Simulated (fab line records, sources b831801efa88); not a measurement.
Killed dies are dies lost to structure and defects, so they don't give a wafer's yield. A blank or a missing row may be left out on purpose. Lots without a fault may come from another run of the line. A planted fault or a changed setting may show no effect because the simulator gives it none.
A struck lot beside a sound one | flow sfq_line | 42 steps out of a route of 325
Sound: wafers L394.2, L394.4, L394.6. Struck: wafer L399.1. (L399.5 of the same lot was not struck and is left out.) The cause comes at the end.
At each step with rows: each side's tool, then ch and its chambers, then its first start. Under that, the readings that differ: sound wafers | struck wafers | difference of the means | sigmas: that difference in standard deviations of wafers without a fault.
alike: readings whose means differ by less than 2 such deviations, and words and numbers that are the same on both sides. not compared: withheld readings, readings that some wafer has no value for, bounds like >300 that may hide the same value, and numbers for which the record gives no deviation and whose values overlap.
The two part at a step that has a row with sigmas, a row that says differs or no value, or rows on one side only. Numbers that don't overlap but have no deviation are shown without sigmas and don't part them. A reading that every wafer of one side lacks parts them only if that side has two wafers or more.

SFQ_TRILAYER_R5_DEP_SPUTTER_133: material MoNx, target thk 40 nm, time 66.7 s.
  sound on pvd_sputter-06, day 54 06:12; struck on pvd_sputter-03, day 61 09:16
  alike: throttle_valve_pct
then, 1 step without rows for these wafers: SFQ_TRILAYER_R5_DEP_SPUTTER_134 (material Ti, target thk 5 nm, time 5 s).
SFQ_R5_RS_MEAS_933: measures by four-point-probe.
  sound on film_metro-02, day 54 06:18; struck on film_metro-02, day 61 09:21
  alike: R5_MONX_RS
SFQ_R5_THK_MEAS_934: measures by xrf.
  sound on film_metro-02, day 54 06:25; struck on film_metro-02, day 61 09:28
  alike: R5_MONX_THK
then, 6 steps without rows for these wafers: SFQ_TRILAYER_R5_LITHO_COAT_141 (resist thk 62 nm); SFQ_TRILAYER_R5_LITHO_COAT_136 (resist thk 600 nm); SFQ_TRILAYER_R5_LITHO_SOFTBAKE_140; SFQ_TRILAYER_R5_LITHO_EXPOSE_137 (exposes mask R5, target cd 500 nm); SFQ_TRILAYER_R5_LITHO_PEB_139 (peb time 60 s); SFQ_TRILAYER_R5_LITHO_DEVELOP_138 (time 60 s).
SFQ_R5_OVL_MEAS_935:
  sound on overlay-01, day 59 02:47; struck on overlay-02, day 61 11:47
  alike: R5_OVL
then, 1 step without rows for these wafers: SFQ_TRILAYER_R5_BARC_OPEN_METAL_ETCH_177 (etches BARC in O2, target depth 125 nm, time 41.7 s).
SFQ_TRILAYER_R5_ETCH_METAL_ETCH_139: etches the open film in Cl2, stops on SiO2, target depth 60 nm, time 40 s.
  sound on rie_metal-03 ch 0,1, day 59 02:52; struck on rie_metal-03 ch 1, day 61 11:52
  reading                                             | sound             | struck | difference | sigmas
  oes_product_au (a.u.)                               | 0.995 0.982 0.979 | 0.829  | -0.156     | -28
  model.etch.depth_nm (nm)                            | 60 58.89 58.76    | 43.53  | -15.69     |
  model.R5.feature_depth_nm (nm)                      | 60 58.89 58.76    | 43.53  | -15.69     |
  model.KrF_of_TRILAYER_R5_LITHO_COAT_136.thk_nm (nm) | 496.5 500.2 499.5 | 505.3  | +6.6       |
  alike: chamber_pressure_mTorr, drypump_motor_current_A
  not compared: rf_hours_counter_h
SFQ_TRILAYER_R5_STRIP_STRIP_140: strips in O2.
  sound on rie_metal-03 ch 0,1, day 59 02:56; struck on rie_metal-03 ch 1, day 61 11:56
  alike: chamber_pressure_mTorr, drypump_motor_current_A, oes_product_au
  not compared: rf_hours_counter_h
then, 8 steps without rows for these wafers: SFQ_TRILAYER_R5_STRIP_SOLV_CLEAN_141 (cleans in NMP, time 600 s); SFQ_TRILAYER_A5C_DEP_PECVD_142 (deposits SiO2 from SiH4/N2O, time 15.556 s, target thk 70 nm); SFQ_TRILAYER_I5_LITHO_COAT_149 (resist thk 62 nm); SFQ_TRILAYER_I5_LITHO_COAT_144 (resist thk 650 nm); SFQ_TRILAYER_I5_LITHO_SOFTBAKE_148; SFQ_TRILAYER_I5_LITHO_EXPOSE_145 (exposes mask I5, target cd 700 nm); SFQ_TRILAYER_I5_LITHO_PEB_147 (peb time 60 s); SFQ_TRILAYER_I5_LITHO_DEVELOP_146 (time 60 s).
-- the record jumps here: 5 days lie between the struck wafers' starts before and after --
SFQ_I5_OVL_MEAS_936:
  sound on overlay-01, day 64 06:23; struck on overlay-01, day 66 06:09
  alike: I5_OVL
then, 10 steps without rows for these wafers: SFQ_TRILAYER_I5_BARC_OPEN_VIA_ETCH_200 (etches BARC in O2, target depth 125 nm, time 41.7 s); SFQ_TRILAYER_I5_ETCH_VIA_ETCH_147 (etches the open film in CHF3, stops on Nb, target depth 360 nm); SFQ_TRILAYER_I5_STRIP_STRIP_148 (strips in O2); SFQ_TRILAYER_I5_STRIP_SOLV_CLEAN_149 (cleans in NMP, time 600 s); SFQ_TRILAYER_C5_LITHO_COAT_156 (resist thk 62 nm); SFQ_TRILAYER_C5_LITHO_COAT_151 (resist thk 650 nm); SFQ_TRILAYER_C5_LITHO_SOFTBAKE_155; SFQ_TRILAYER_C5_LITHO_EXPOSE_152 (exposes mask C5, target cd 500 nm); SFQ_TRILAYER_C5_LITHO_PEB_154 (peb time 60 s); SFQ_TRILAYER_C5_LITHO_DEVELOP_153 (time 60 s).
SFQ_C5_OVL_MEAS_937:
  sound on overlay-01, day 64 09:46; struck on overlay-02, day 66 11:13
  reading     | sound    | struck | difference | sigmas
  C5_OVL (nm) | -7 -8 -6 | 8      | +15        | +3
SFQ_TRILAYER_C5_BARC_OPEN_VIA_ETCH_210: etches BARC in O2, target depth 125 nm, time 41.7 s.
  sound on rie_diel-01 ch 0,1,2, day 64 09:47; struck on rie_diel-01 ch 3, day 66 11:15
  alike: chamber_pressure_mTorr, drypump_motor_current_A, oes_product_au
  not compared: rf_hours_counter_h
then, 1 step without rows for these wafers: SFQ_TRILAYER_C5_ETCH_VIA_ETCH_154 (etches SiO2 in CHF3, stops on Nb, target depth 84 nm).
SFQ_TRILAYER_C5_STRIP_STRIP_155: strips in O2.
  sound on rie_metal-02 ch 0,1, day 64 09:53; struck on rie_metal-03 ch 0, day 66 11:20
  alike: chamber_pressure_mTorr, drypump_motor_current_A, oes_product_au
  not compared: rf_hours_counter_h
then, 2 steps without rows for these wafers: SFQ_TRILAYER_C5_STRIP_SOLV_CLEAN_156 (cleans in NMP, time 600 s); SFQ_TRILAYER_M6_DEP_PRE_CLEAN_158 (time 22.5 s).
SFQ_TRILAYER_M6_DEP_SPUTTER_157: material Nb, target thk 200 nm, time 133.3 s.
  sound on pvd_sputter-03, day 64 10:41; struck on pvd_sputter-05, day 66 12:09
  alike: throttle_valve_pct
SFQ_M6_RS_MEAS_938: measures by four-point-probe.
  sound on film_metro-01, day 64 10:47; struck on film_metro-01, day 66 12:14
  alike: M6_NB_RS
-- the record jumps here: 18 days lie between the struck wafers' starts before and after (it left off in module M6 and takes up again in module M8, whose first step shown is number 325 of the route) --
SFQ_M8_BOW_MEAS_951:
  sound on film_metro-04, day 80 07:47; struck on film_metro-02, day 84 11:26
  reading                       | sound    | struck | difference | sigmas
  model.etest.r5.comb_log10_ohm | 12 12 12 | 0      | -12        |
  alike: M8_BOW

WHERE THEY PART
First at SFQ_TRILAYER_R5_ETCH_METAL_ETCH_139; last, within this record, at SFQ_C5_OVL_MEAS_937. Later steps at which nothing parts them and some readings are alike: SFQ_TRILAYER_C5_BARC_OPEN_VIA_ETCH_210, SFQ_TRILAYER_C5_STRIP_STRIP_155, SFQ_TRILAYER_M6_DEP_SPUTTER_157, SFQ_M6_RS_MEAS_938, SFQ_M8_BOW_MEAS_951.

WHY: what the simulator had put in
Process parameter drift: rie_metal-03, from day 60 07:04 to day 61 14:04, at SFQ_TRILAYER_R5_ETCH_METAL_ETCH_139. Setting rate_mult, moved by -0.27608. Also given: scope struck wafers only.
